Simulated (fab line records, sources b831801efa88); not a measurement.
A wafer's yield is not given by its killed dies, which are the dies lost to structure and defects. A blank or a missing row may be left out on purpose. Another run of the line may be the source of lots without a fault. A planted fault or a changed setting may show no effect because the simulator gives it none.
Chamber matching / flow gf180mcu / GF_V1_CMP_04 on cmp-02 has 4 sister chambers
The step polishes SiO2. 8 wafers are shown with their chamber, then 10 later ones without.

## EACH WAFER AND ITS CHAMBER
wafer=L083.5; chamber=2; motor_current_A (A)=15.2; time_to_endpoint_s (s)=83
wafer=L084.4; chamber=3; motor_current_A (A)=11.8; time_to_endpoint_s (s)=87
wafer=L084.6; chamber=3; motor_current_A (A)=12.5; time_to_endpoint_s (s)=84
wafer=L085.1; chamber=0; motor_current_A (A)=12.2; time_to_endpoint_s (s)=71
wafer=L085.4; chamber=1; motor_current_A (A)=10.7; time_to_endpoint_s (s)=82
wafer=L085.6; chamber=0; motor_current_A (A)=11.9; time_to_endpoint_s (s)=77
wafer=L088.3; chamber=1; motor_current_A (A)=10.9; time_to_endpoint_s (s)=77
wafer=L088.4; chamber=2; motor_current_A (A)=16.0; time_to_endpoint_s (s)=77

## WAFERS MISSING THEIR CHAMBER
wafer=L088.6; motor_current_A (A)=15.8; time_to_endpoint_s (s)=75
wafer=L090.1; motor_current_A (A)=10.9; time_to_endpoint_s (s)=84
wafer=L090.2; motor_current_A (A)=12.0; time_to_endpoint_s (s)=81
wafer=L090.5; motor_current_A (A)=15.3; time_to_endpoint_s (s)=84
wafer=L096.2; motor_current_A (A)=12.3; time_to_endpoint_s (s)=73
wafer=L096.3; motor_current_A (A)=10.6; time_to_endpoint_s (s)=79
wafer=L096.4; motor_current_A (A)=12.7; time_to_endpoint_s (s)=92
wafer=L097.1; motor_current_A (A)=12.3; time_to_endpoint_s (s)=78
wafer=L097.2; motor_current_A (A)=12.3; time_to_endpoint_s (s)=79
wafer=L097.6; motor_current_A (A)=10.7; time_to_endpoint_s (s)=78

## EACH ONE'S CHAMBER
wafer=L088.6; from the rows above=2; in truth=2
wafer=L090.1; from the rows above=can't be placed: 1 or 3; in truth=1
wafer=L090.2; from the rows above=can't be placed: 3 or 0 or 1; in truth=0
wafer=L090.5; from the rows above=2; in truth=2
wafer=L096.2; from the rows above=0; in truth=0
wafer=L096.3; from the rows above=1; in truth=1
wafer=L096.4; from the rows above=3; in truth=3
wafer=L097.1; from the rows above=can't be placed: 0 or 3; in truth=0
wafer=L097.2; from the rows above=can't be placed: 0 or 3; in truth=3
wafer=L097.6; from the rows above=1; in truth=1
6 of 10 placed correctly. Unplaceable from these rows: 4, with the true chamber sitting among the candidates in 4. 0 placed wrongly.
How it was worked out, from the rows above alone: a wafer's distance from a chamber is the root of the sum, over the readings, of the square of ((its reading less the chamber's mean) divided by the reading's scatter). If the next closest chamber is less than 2 further off than the closest, the wafer can't be placed; otherwise it belongs to the closest. Each chamber's mean is taken over the wafers shown for it. The scatter: take each reading less its chamber's mean, square it, sum over the shown wafers, divide by the number of wafers less the number of chambers, and take the root.
